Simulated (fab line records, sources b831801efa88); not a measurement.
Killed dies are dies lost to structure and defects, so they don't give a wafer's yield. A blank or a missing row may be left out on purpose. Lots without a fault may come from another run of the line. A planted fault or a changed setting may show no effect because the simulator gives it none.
Which tool did it? | flow sky130 | 6 lots, 18 wafers sampled, at 3 steps of a route of 708

WHAT THE GAUGES READ, wafer by wafer
SKY_VIA4_THK_MEAS_01.
lot  | measured     | on            | VIA4_HDPCVD_THK (nm)
L858 | day 42 01:26 | film_metro-01 | 1771 1771 1766
L861 | day 43 00:31 | film_metro-01 | 1746 2332 2347
L872 | day 46 07:04 | film_metro-01 | 1728 1724 1733
L875 | day 46 21:54 | film_metro-02 | 1733 1748 1728
L877 | day 47 04:19 | film_metro-01 | 1755 1780 1769
L880 | day 47 19:47 | film_metro-01 | 1751 1742 1733

WHICH TOOL RAN EACH LOT (tool, then ch and the chambers of the sampled wafers, then the start)
lot  | SKY_VT_ADJUST_PCH_STRIP_09           | SKY_VIA4_HDPCVD_00
L858 | plasma_asher-02 ch 0,1, day 10 18:22 | hdpcvd-01 ch 0,2, day 42 01:14
L861 | plasma_asher-02 ch 0,1, day 11 18:35 | hdpcvd-02 ch 0,1, day 43 00:20
L872 | plasma_asher-02 ch 0,1, day 15 22:54 | hdpcvd-02 ch 0,1,2, day 46 06:53
L875 | plasma_asher-01 ch 0, day 16 05:23   | hdpcvd-02 ch 0,2, day 46 21:43
L877 | plasma_asher-02 ch 0,1, day 16 16:54 | hdpcvd-01 ch 0,1,2, day 47 04:09
L880 | plasma_asher-03 ch 0,1, day 17 21:35 | hdpcvd-02 ch 1,2, day 47 19:35
- SKY_VT_ADJUST_PCH_STRIP_09: strips in O2/N2.
- SKY_VIA4_HDPCVD_00: deposits SiO2, target thk 1750 nm, time 291.7 s.

THE ANSWER, worked out from the rows above alone
Rule: what is usual is taken from the lots themselves. Put in order of their means at a reading, lots are off if they are a third of the lots or fewer, leave a main group of 4 or more, and stand apart from it by a gap of 3 or more times the standard deviation of the main group's means; of several such gaps the widest counts. A main group whose means are all the same, to the digits that the tables above print for the reading, isn't used. A lot without any number at a reading at which 4 lots or more have one is off too. The other lots that the step has rows for count as sound.
Off: L861, at SKY_VIA4_THK_MEAS_01 (VIA4_HDPCVD_THK). The main group: mean 1749 nm, standard deviation 17.
A tool fits if, at a process step before that reading, it ran every lot that is off, and no sound lot after the first of them. The gauges at SKY_VIA4_THK_MEAS_01 are tried like those tools. None of those tried fits.

WHAT THE SIMULATOR HAD PUT IN
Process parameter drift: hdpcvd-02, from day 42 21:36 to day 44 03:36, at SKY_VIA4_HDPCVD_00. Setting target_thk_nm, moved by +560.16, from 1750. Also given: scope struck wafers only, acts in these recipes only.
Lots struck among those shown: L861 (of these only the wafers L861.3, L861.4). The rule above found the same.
